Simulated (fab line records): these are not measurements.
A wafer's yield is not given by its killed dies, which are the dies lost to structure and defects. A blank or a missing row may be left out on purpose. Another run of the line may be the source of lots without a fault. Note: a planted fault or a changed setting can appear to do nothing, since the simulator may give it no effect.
fab line records    flow gf180mcu
record: lots: 5  wafers: 15  lastDay: 34
route steps=602 shown VT_IMPLANT@119
lots that met no fault: from a run of the same line without faults
startH: start of the lot's first displayed wafer, in hours after the record's first day    waitH: hours elapsed since this lot's preceding step    " same as the row above    L1.1+2: a single row standing in for several wafers    - no value, or no start given    * or withheld: withheld    < > ~ a bound
route shown NAME@n: a module of which the file shows steps, and the number in the route of the first    usual: average and standard deviation across the fault-free wafers    same: alike in all rows    chamber/n: place in a boat    sites: readings site by site    _std_site: standard deviation of those values    _edge_site: mean of outer sites minus mean of inner sites    radiusMm: for every site, how far away it sits from the centre of the wafer    mask NAME#n: copy n    behind: the most recent tool/chamber to have shaped the wafer    hold: the reason the lot was held/the length of the hold in hours/how it ended    device: the n, p or np transistor that did not switch    end of line: the same wafers' tests at the end of the route    for a step that has no rows: nothing shown but its recipe    killed: dies lost to structure and defects at the first sort, not the wafer's yield    map: a wafer's dies, x killed, . not, _ none there
set.NAME: the run value of the setting; set.NAME@STEP: its run value at that earlier step    model.NAME: the simulator's own value behind a step, which no gauge read
lots seen at some steps along the route; tables by step, rows by wafer
services: from which hour (startH, from the record's first day; less than 0 if before it) a tool's chamber was out of use, for how many hours, and why
== steps ==
step: GF_VT_IMPLANT_OVL_MEAS_29
usual: VT_IMPLANT_02_OVL: -0.3/1.5
lot.wafer  tool        chamber  startH  waitH  VT_IMPLANT_02_OVL[nm]
L076.1     overlay-01  -        152.73  0.1    -0.5
L076.5     "           -        "       "      1.0
L076.6     "           -        "       "      -1.1
L087.2     overlay-01  -        221.91  0.1    2.1
L087.3     "           -        "       "      -0.5
L087.6     "           -        "       "      1.9
L090.2     overlay-01  -        240.83  0.1    0.2
L090.3     "           -        "       "      1.4
L090.6     "           -        "       "      1.5
L092.1     overlay-02  -        259.93  0.1    -0.1
L092.2     "           -        "       "      -2.7
L092.3     "           -        "       "      -2.8
L097.2     overlay-02  -        298.43  0.1    -0.7
L097.4     "           -        "       "      -2.1
L097.5     "           -        "       "      -3.4
step: GF_VT_IMPLANT_IMPLANT_30
recipe: species: B  energyKev: 25  doseCm2: 2.534e+12  tiltDeg: 7
lot.wafer   tool          chamber  startH  waitH
L076.1+5+6  implanter-04  0        152.77  0.0
L087.2+3+6  implanter-01  0        221.96  0.0
L090.2+3+6  implanter-04  0        240.89  0.0
L092.1+2+3  implanter-03  0        259.97  0.0
L097.2+4+5  implanter-01  0        298.49  0.0
step: GF_VT_IMPLANT_STRIP_31
recipe: chemistry: O2/N2  powerW: 1400  pressureMtorr: 1500  platenTempC: 250  o2FlowSccm: 3000  n2FlowSccm: 300  overashFraction: 0.5
usual: drypumpMotorCurrentA: 5.7/0.53  heaterPowerW: 353/55  oesProductAu: 0.716/0.0049  stripTimeToEndpointS: 12.65/0.037
lot.wafer  tool            chamber  startH  waitH  drypumpMotorCurrentA  heaterPowerW  oesProductAu  rfHoursCounterH  stripTimeToEndpointS
L076.1     plasmaAsher-03  0        152.92  0.1    6.2                   353           0.706         35               12.63
L076.5     "               0        "       "      6.2                   350           0.714         -                12.64
L076.6     "               1        "       "      5.8                   319           0.719         -                12.68
L087.2     plasmaAsher-04  0        222.09  0.1    5.8                   267           0.718         53               12.64
L087.3     "               0        "       "      5.8                   277           0.714         -                12.68
L087.6     "               1        "       "      4.7                   390           0.722         -                12.67
L090.2     plasmaAsher-03  1        241.01  0.1    5.7                   320           0.710         45               12.73
L090.3     "               1        "       "      5.7                   327           0.717         -                12.68
L090.6     "               0        "       "      6.2                   351           0.719         -                12.67
L092.1     plasmaAsher-04  1        260.12  0.1    4.7                   386           0.714         57               12.70
L092.2     "               0        "       "      5.8                   266           0.716         57               12.67
L092.3     "               0        "       "      5.8                   276           0.720         -                12.68
L097.2     plasmaAsher-02  0        298.61  0.1    6.0                   484           0.716         20               12.65
L097.4     "               0        "       "      6.0                   486           0.711         -                12.61
L097.5     "               1        "       "      4.9                   338           0.719         -                12.60
step: GF_VT_IMPLANT_TW_MEAS_32
usual: VT_IMPLANT_3_TW: 269.0/2.3
lot.wafer  tool          chamber  startH  waitH  VT_IMPLANT_3_TW
L076.1     filmMetro-03  -        153.02  0.1    271.2
L076.5     "             -        "       "      271.9
L076.6     "             -        "       "      271.9
L087.2     filmMetro-02  -        222.20  0.1    267.4
L087.3     "             -        "       "      267.2
L087.6     "             -        "       "      268.9
L090.2     filmMetro-01  -        241.12  0.1    266.8
L090.3     "             -        "       "      267.1
L090.6     "             -        "       "      267.7
L092.1     filmMetro-01  -        260.22  0.1    267.6
L092.2     "             -        "       "      267.2
L092.3     "             -        "       "      266.4
L097.2     filmMetro-03  -        298.72  0.1    271.9
L097.4     "             -        "       "      272.8
L097.5     "             -        "       "      272.7
step: GF_VT_IMPLANT_DEHYDRATE_33
recipe: tempC: 200  timeS: 60
lot.wafer   tool           chamber  startH  waitH
L076.1+5+6  lithoTrack-01  0        160.38  7.4
L087.2+3+6  lithoTrack-03  0        229.68  7.5
L090.2+3+6  lithoTrack-01  0        249.30  8.2
L092.1+2+3  lithoTrack-02  0        268.33  8.1
L097.2+4+5  lithoTrack-01  0        308.15  9.4
step: GF_VT_IMPLANT_HMDS_34
recipe: primeTimeS: 60  primeTempC: 120
lot.wafer   tool           chamber  startH  waitH
L076.1+5+6  lithoTrack-01  0        160.53  0.1
L087.2+3+6  lithoTrack-03  0        229.83  0.1
L090.2+3+6  lithoTrack-01  0        249.45  0.1
L092.1+2+3  lithoTrack-02  0        268.48  0.1
L097.2+4+5  lithoTrack-01  0        308.30  0.1
step: GF_VT_IMPLANT_COAT_35
recipe: resist: NOVOLAK  spinRpm: 3000  resistThkNm: 1000
lot.wafer   tool           chamber  startH  waitH
L076.1+5+6  lithoTrack-01  0        160.68  0.1
L087.2+3+6  lithoTrack-03  0        229.98  0.1
L090.2+3+6  lithoTrack-01  0        249.60  0.1
L092.1+2+3  lithoTrack-02  0        268.63  0.1
L097.2+4+5  lithoTrack-01  0        308.45  0.1
step: GF_VT_IMPLANT_SOFTBAKE_36
recipe: tempC: 90  timeS: 60  resist: NOVOLAK
lot.wafer   tool           chamber  startH  waitH
L076.1+5+6  lithoTrack-01  0        160.83  0.1
L087.2+3+6  lithoTrack-03  0        230.13  0.1
L090.2+3+6  lithoTrack-01  0        249.75  0.1
L092.1+2+3  lithoTrack-02  0        268.78  0.1
L097.2+4+5  lithoTrack-01  0        308.60  0.1
step: GF_VT_IMPLANT_EXPOSE_37
recipe: maskId: Nwell_HV_AREA  targetCdNm: 860  na: 0.6  sourceShape: conventional  sigmaOuter: 0.6  doseMj: 140
same: sigmaOuter: 0.6
lot.wafer   tool             chamber  startH  waitH  mask
L076.1+5+6  ilineStepper-02  0        -       -      Nwell_HV_AREA#0
L087.2+3+6  ilineStepper-02  0        -       -      Nwell_HV_AREA#0
L090.2+3+6  ilineStepper-02  0        -       -      Nwell_HV_AREA#0
L092.1+2+3  ilineStepper-02  0        -       -      Nwell_HV_AREA#0
L097.2+4+5  ilineStepper-01  0        -       -      Nwell_HV_AREA#0
step: GF_VT_IMPLANT_PEB_38
recipe: tempC: withheld  timeS: *  resist: NOVOLAK
lot.wafer   tool           chamber  startH  waitH
L076.1+5+6  lithoTrack-01  0        -       -
L087.2+3+6  lithoTrack-02  0        -       -
L090.2+3+6  lithoTrack-03  0        -       -
L092.1+2+3  lithoTrack-01  0        -       -
L097.2+4+5  lithoTrack-03  0        -       -
step: GF_VT_IMPLANT_DEVELOP_39
recipe: developTimeS: 60  devTempC: 22.12
lot.wafer   tool           chamber  startH  waitH
L076.1+5+6  lithoTrack-01  0        168.98  0.1
L087.2+3+6  lithoTrack-02  0        239.20  0.1
L090.2+3+6  lithoTrack-03  0        259.08  0.1
L092.1+2+3  lithoTrack-01  0        278.43  0.1
L097.2+4+5  lithoTrack-03  0        319.08  0.1
step: GF_VT_IMPLANT_OVL_MEAS_40
usual: VT_IMPLANT_03_OVL: -0.2/1.2
lot.wafer  tool        chamber  startH  waitH  VT_IMPLANT_03_OVL[nm]
L076.1     overlay-02  -        169.13  0.1    -2.8
L076.5     "           -        "       "      -2.2
L076.6     "           -        "       "      -2.2
L087.2     overlay-02  -        239.34  0.1    -1.1
L087.3     "           -        "       "      -1.8
L087.6     "           -        "       "      -1.1
L090.2     overlay-01  -        259.21  0.1    0.3
L090.3     "           -        "       "      -1.7
L090.6     "           -        "       "      -0.5
L092.1     overlay-02  -        278.58  0.1    1.7
L092.2     "           -        "       "      0.0
L092.3     "           -        "       "      0.1
L097.2     overlay-01  -        319.21  0.1    -1.4
L097.4     "           -        "       "      -0.5
L097.5     "           -        "       "      -1.6
step: GF_VT_IMPLANT_IMPLANT_41
recipe: species: As  energyKev: 70  doseCm2: 1.013e+12  tiltDeg: 7
lot.wafer   tool          chamber  startH  waitH
L076.1+5+6  implanter-04  0        169.16  0.0
L087.2+3+6  implanter-01  0        239.39  0.0
L090.2+3+6  implanter-03  0        259.26  0.0
L092.1+2+3  implanter-01  0        278.61  0.0
L097.2+4+5  implanter-03  0        319.26  0.0
step: GF_VT_IMPLANT_STRIP_42
recipe: chemistry: O2/N2  powerW: 1400  pressureMtorr: 1500  platenTempC: 250  o2FlowSccm: 3000  n2FlowSccm: 300  overashFraction: 0.5
usual: drypumpMotorCurrentA: 5.6/0.54  heaterPowerW: 356/59  oesProductAu: 0.715/0.005  stripTimeToEndpointS: 12.64/0.04
lot.wafer  tool            chamber  startH  waitH  drypumpMotorCurrentA  heaterPowerW  oesProductAu  rfHoursCounterH  stripTimeToEndpointS
L076.1     plasmaAsher-03  1        169.31  0.1    5.8                   317           0.716         37               12.65
L076.5     "               1        "       "      5.7                   323           0.716         -                12.64
L076.6     "               0        "       "      6.2                   341           0.708         -                12.65
L087.2     plasmaAsher-02  1        239.52  0.1    4.9                   344           0.709         14               12.68
L087.3     "               0        "       "      6.0                   488           0.720         -                12.67
L087.6     "               1        "       "      4.9                   346           0.718         -                12.62
L090.2     plasmaAsher-04  1        259.39  0.1    4.7                   374           0.715         57               12.61
L090.3     "               1        "       "      4.7                   387           0.717         -                12.60
L090.6     "               0        "       "      5.8                   271           0.720         -                12.61
L092.1     plasmaAsher-02  1        278.76  0.1    4.9                   351           0.710         18               12.67
L092.2     "               0        "       "      5.9                   466           0.715         18               12.68
L092.3     "               0        "       "      6.0                   490           0.716         -                12.67
L097.2     plasmaAsher-02  0        319.39  0.1    6.0                   478           0.715         23               12.55
L097.4     "               0        "       "      6.0                   483           0.710         -                12.56
L097.5     "               1        "       "      4.9                   344           0.717         -                12.62
step: GF_VT_IMPLANT_TW_MEAS_43
usual: VT_IMPLANT_4_TW: 691/6.1
lot.wafer  tool          chamber  startH  waitH  VT_IMPLANT_4_TW
L076.1     filmMetro-02  -        169.41  0.1    684
L076.5     "             -        "       "      688
L076.6     "             -        "       "      682
L087.2     filmMetro-02  -        239.63  0.1    683
L087.3     "             -        "       "      687
L087.6     "             -        "       "      686
L090.2     filmMetro-01  -        259.50  0.1    690
L090.3     "             -        "       "      691
L090.6     "             -        "       "      690
L092.1     filmMetro-03  -        278.86  0.1    703
L092.2     "             -        "       "      701
L092.3     "             -        "       "      698
L097.2     filmMetro-02  -        319.50  0.1    687
L097.4     "             -        "       "      683
L097.5     "             -        "       "      686
step: GF_VT_IMPLANT_CLEAN_44
recipe: chemistry: SC1/SC2  mix: 1:4:20  tempC: 70  timeS: 150  dry: n2Spin
usual: tempC: 70.03/0.12
lot.wafer  tool         chamber  startH  waitH  tempC
L076.1     wetBench-04  1        169.47  0.1    70.16
L076.5     "            1        "       "      70.20
L076.6     "            1        "       "      70.05
L087.2     wetBench-04  0        239.68  0.0    69.98
L087.3     "            0        "       "      69.93
L087.6     "            0        "       "      70.17
L090.2     wetBench-04  1        259.55  0.0    69.88
L090.3     "            1        "       "      69.94
L090.6     "            1        "       "      70.06
L092.1     wetBench-02  1        278.92  0.1    70.17
L092.2     "            1        "       "      70.16
L092.3     "            1        "       "      70.07
L097.2     wetBench-04  0        319.55  0.0    70.07
L097.4     "            0        "       "      69.99
L097.5     "            0        "       "      70.05
== services ==
tool             chamber  startH  hours  kind
implanter-01     -        144.00  2.3    repair
implanter-04     -        147.03  0.9    repair
implanter-03     -        150.57  1.6    repair
ilineStepper-02  -        158.78  1.3    repair
ilineStepper-01  -        160.18  1.7    pm
implanter-04     -        168.37  0.6    repair
plasmaAsher-04   -        176.59  34.4   repair
plasmaAsher-02   -        191.54  2.7    repair
implanter-01     -        199.98  1.9    repair
implanter-04     -        203.96  19.7   repair
wetBench-04      -        206.81  7.5    repair
wetBench-04      -        211.57  0.8    repair
implanter-03     -        222.71  3.8    pm
plasmaAsher-04   -        229.23  1.5    repair
implanter-04     -        231.10  3.6    pm
plasmaAsher-02   -        238.44  0.5    repair
ilineStepper-01  0        241.16  -      calibration
implanter-04     -        248.43  2.9    repair
plasmaAsher-03   -        248.97  2.0    repair
ilineStepper-01  -        254.74  4.4    pm
implanter-01     -        256.74  3.6    pm
implanter-01     -        310.39  3.8    repair
ilineStepper-01  -        311.54  14.1   repair
ilineStepper-02  0        316.74  -      calibration
== key ==
fault none
